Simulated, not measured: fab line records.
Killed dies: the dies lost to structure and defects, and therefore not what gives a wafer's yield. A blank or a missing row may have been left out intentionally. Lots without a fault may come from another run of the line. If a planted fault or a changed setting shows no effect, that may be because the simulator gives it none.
Problem report in the 8D (eight disciplines) form, filled by code | flow sky130 | the parts of the form that need people (team, actions taken, sign-off) are left out

## 1. WHAT WENT WRONG
A mean of 82.9 s is read at SKY_POLY_CUT_ETCH_11 for run length s, taken on 1 wafer of 1 lot, against 71.0 s (standard deviation 0.34) on wafers free of any fault. That is +35 standard deviations from the usual mean.
The step: etches Si3N4 in CF4/CH2F2/Ar, stops on poly-Si, time 42.5 s, target depth 60 nm.
Seen first at day 30 14:29 on rie diel-01, wafer L180.5. Wafers with a number at this step in the record: 39, from 13 lots. By rule, "out" or "out of limits" means more than 4 standard deviations away from the usual mean. Any other wafer with a number is counted as sound.

## 2. WHAT IT IS; WHAT IT IS NOT
question                    | is                           | is not
which readings at this step | run length s, oes product au | drypump motor current A, rf fwd power W, throttle valve pct
which lots                  | L180                         | L162, L163, L164, L165, L166, L167, L168, L169, L170, L171, L181, L185
which wafers of those lots  | L180.5                       | L180.1, L180.4
read on which tools         | rie diel-01                  | rie diel-03, rie diel-04
when                        | from day 30 14:29            | up to then (32 sound wafers); but 6 sound wafers of L181, L185 came after

## 3. WHAT RULES OUT EACH SUSPECT
Counting: a tool at a process step up to the reading stays a suspect if it ran every lot that is out. Sound lots after the first of them don't rule it out here, since some wafers of a struck lot are sound.
- rie diel-01 at SKY_POLY_CUT_ETCH_11 (etches Si3N4 in CF4/CH2F2/Ar, stops on poly-Si, time 42.5 s, target depth 60 nm): kept. It ran the lot that is out, L180 (day 30 14:29); its last sound lot up to then is L170 (day 28 05:23). Out on those wafers are its own readings of oes product au, run length s.
- In rie diel-01 at SKY_POLY_CUT_ETCH_11, the wafers that are out were processed in chamber 3 and their sound lot-mates in chambers 1, 2.
After counting, what remains is rie diel-01 at SKY_POLY_CUT_ETCH_11.

## 4. THE CAUSE (what the simulator had put in)
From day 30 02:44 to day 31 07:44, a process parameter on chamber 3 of rie diel-01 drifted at SKY_POLY_CUT_ETCH_11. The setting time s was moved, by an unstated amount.
This tool alone remained once counting was done.

## 5. THE EFFECT CHAIN, in route order
Each row: a reading whose mean over the struck wafers that have a number lies more than 3 standard deviations from the usual. Only readings whose record carries a usual standard deviation are examined. hours: median over the lots of the time between each lot's start at the first step of this table that gives one and its start at this step. sigmas: the change, counted in usual standard deviations.
hours | step                 | reading        | usual      | on struck wafers | change | sigmas
0     | SKY_POLY_CUT_ETCH_11 | oes product au | 0.830 a.u. | 0.726            | -0.104 | -18
0     | SKY_POLY_CUT_ETCH_11 | run length s   | 71.0 s     | 82.9             | +11.9  | +35
It contains these process steps:
- SKY_POLY_CUT_ETCH_11: etches Si3N4 in CF4/CH2F2/Ar, stops on poly-Si, time 42.5 s, target depth 60 nm.
Later steps that measure or inspect, where all struck wafers having a row at the step show a number for every such reading and not one has moved that far: SKY_SD_P_CD_MEAS_07.

## 6. HOW IT WOULD HAVE BEEN CAUGHT EARLIER
In this record no reading fell out of limits until day 30 14:29, 12 hours after the fault had begun at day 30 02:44.
